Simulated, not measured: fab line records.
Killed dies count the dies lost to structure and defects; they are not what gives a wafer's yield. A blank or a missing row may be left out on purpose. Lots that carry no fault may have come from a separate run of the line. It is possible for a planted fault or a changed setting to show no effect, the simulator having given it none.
A struck lot beside a sound one || flow gf180mcu || 15 out of 602 route steps
Sound: wafers L882.2, L882.3, L882.6. Wafers struck: L901.1, L901.2, L901.3. The cause is given at the end.
At each step with rows: each side's tool, then ch and its chambers, then its first start. Under that, the readings that differ: sound wafers || struck wafers || difference of the means || sigmas: that difference in standard deviations of wafers without a fault.
alike: words and numbers the same on both sides, and readings whose means are apart by under 2 such deviations; not compared: readings that were withheld, readings missing a value for some wafer, numbers with overlapping values and no deviation given by the record, and bounds like >300 which may hide the same value.
Wherever a step has rows on one side only, a row that says differs or no value, or a row with sigmas, the two part there. Numbers that have no deviation but don't overlap get no sigmas and don't part them. A reading missing from all wafers of one side parts the sides only when that side holds two or more wafers.

first, 1 step without rows for these wafers: GF_HV_LDD_CLEAN_51 (cleans in SC1/SC2, time 150 s).
GF_HV_LDD_RTA_52: time 10 s.
  sound on rtp-anneal-02 ch 0, day 13 00:18; struck on rtp-anneal-01 ch 0, day 19 11:46
{"reading": "lamp-power-pct (%)", "sound": "39 39 39", "struck": "25 25 25", "difference": -14, "sigmas": -2}
  alike: wafer_temp_C_max
GF_HV_LDD_RS_MEAS_53: measures by four-point-probe.
  sound on film-metro-02 at day 13 00:22; struck on film-metro-04 at day 19 11:50
  alike: HV_LDD_RS
then, 1 step without rows for these wafers: GF_HV_LDD_CVD_54 (deposits SiO2 from TEOS, target thk 10 nm, time 75 s).
GF_HV_LDD_THK_MEAS_55:
  sound on film-metro-02 at day 13 01:35; struck on film-metro-03 at day 19 12:58
  alike: HV_LDD_CVD_54_THK
then, 1 step without rows for these wafers: GF_HV_LDD_CVD_56 (deposits Si3N4 from DCS/NH3, target thk 90 nm, time 1543 s).
GF_HV_LDD_THK_MEAS_57:
  sound on film-metro-04 at day 13 03:05; struck on film-metro-02 at day 19 14:28
  alike: HV_LDD_CVD_56_THK
GF_HV_LDD_ETCHBACK_58: etches Si3N4 in CH3F/O2, stops on SiO2, time 100 s, target depth 90 nm.
  sound on rie-diel-01 ch 0,1,3, day 13 03:08; struck on rie-diel-01 ch 0,2,3, day 19 14:31
  alike: drypump-motor-current-A, oes-product-au, throttle-valve-pct
  not compared: rf-hours-counter-h
then, 4 steps without rows for these wafers: GF_NSD_DEHYDRATE_00 (time 60 s); GF_NSD_HMDS_01 (prime time 60 s); GF_NSD_COAT_02 (resist thk 1000 nm); GF_NSD_SOFTBAKE_03 (time 60 s).
GF_NSD_EXPOSE_04: exposes mask Nplus, target cd 400 nm.
  sound on iline-stepper-02 ch 0, day 13 13:07; struck on iline-stepper-02 ch 0, day 20 02:46
{"reading": "exposure-dose-mJ-cm2", "sound": "139.96 140.01 139.89", "struck": "136.58 136.44 136.47", "difference": -3.46, "sigmas": -25}
  alike: mask
then, 1 step without rows for these wafers: GF_NSD_PEB_05.
GF_PASSIVATION_PROBE_99:
  the record holds rows for the sound wafers here (prober-01, day 29 13:08) but none for the struck ones

## WHERE THEY PART
At GF_HV_LDD_RTA_52 first; at GF_PASSIVATION_PROBE_99 last (within this record only).

WHY: what the simulator had put in
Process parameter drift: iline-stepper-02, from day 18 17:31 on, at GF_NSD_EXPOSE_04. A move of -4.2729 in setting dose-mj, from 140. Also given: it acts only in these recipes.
